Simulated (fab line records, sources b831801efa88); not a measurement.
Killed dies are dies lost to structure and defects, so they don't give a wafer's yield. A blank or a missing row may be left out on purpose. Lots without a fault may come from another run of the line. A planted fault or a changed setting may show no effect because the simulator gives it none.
Problem report in the 8D (eight disciplines) form, filled by code | flow sfq_line | the parts of the form that need people (team, actions taken, sign-off) are left out

1. THE PROBLEM
C5_OVL at SFQ_C5_OVL_MEAS_937 reads a mean of 45 nm on 12 wafers of 4 lots; wafers without a fault read 2 nm with a standard deviation of 4.4. That is +9.8 standard deviations from the usual mean.
First seen on wafer L751.2, day 76 03:57, on overlay-02. The record holds 48 wafers of 16 lots with a number at this step. Rule for "out", or "out of limits": more than 4 standard deviations from the usual mean. The other wafers with a number count as sound.

2. WHAT IT IS AND WHAT IT IS NOT
question                    | is                     | is not
which readings at this step | C5_OVL                 | -
which lots                  | L751, L752, L754, L755 | L741, L742, L744, L745, L746, L748, L749, L750, L753, L759, L760, L762
which wafers of those lots  | all that have a number | -
read on which gauges        | overlay-01, overlay-02 | -
when                        | from day 76 03:57      | up to then (24 sound wafers); but 12 sound wafers of L753, L759, L760, L762 came after

3. SUSPECTS, AND WHAT RULES EACH OUT
Counting: a tool at a process step up to the reading stays a suspect if it ran every lot that is out and no sound lot after the first of them.
- the gauge at SFQ_C5_OVL_MEAS_937: ruled out. The wafers that are out were read on 2 gauges (overlay-01, overlay-02).
- krf_scanner-01 at SFQ_TRILAYER_C5_LITHO_EXPOSE_152 (exposes mask C5, target cd 500 nm): kept. It ran every lot that is out, first L751 (day 76 02:38), and no sound lot after that; its last sound lot up to then is L750 (day 73 12:08).
Left after counting: krf_scanner-01 at SFQ_TRILAYER_C5_LITHO_EXPOSE_152.

4. THE CAUSE (what the simulator had put in)
Scanner matching overlay: krf_scanner-01, from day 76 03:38 on, at SFQ_TRILAYER_C5_LITHO_EXPOSE_152. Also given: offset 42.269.
Counting left only this tool.

5. THE CHAIN OF EFFECTS, in route order
Each row: a reading whose mean over the struck wafers that have a number lies more than 3 standard deviations from the usual. Only readings for which the record gives a usual standard deviation are gone through. hours: the time from each lot's start at the first step in this table that gives one to its start at this step, as a median over the lots. sigmas: the change in usual standard deviations.
hours | step                | reading | usual | on struck wafers | change | sigmas
0     | SFQ_C5_OVL_MEAS_937 | C5_OVL  | 2 nm  | 45               | +43    | +9.8
Later measuring or inspecting steps at which every struck wafer that the step has a row for has a number for every such reading, and none has moved that far: SFQ_I7_BOW_MEAS_946.

6. WHAT WOULD HAVE CAUGHT IT SOONER
In this record the first reading out of limits at a measuring or inspecting step was taken at day 76 03:57, 0 hours after the fault began at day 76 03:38.
Of the lots that are out (4), L752, L754, L755 began SFQ_TRILAYER_C5_LITHO_EXPOSE_152 on krf_scanner-01 after day 76 03:57. A hold on the tool at that time would have spared those 3.
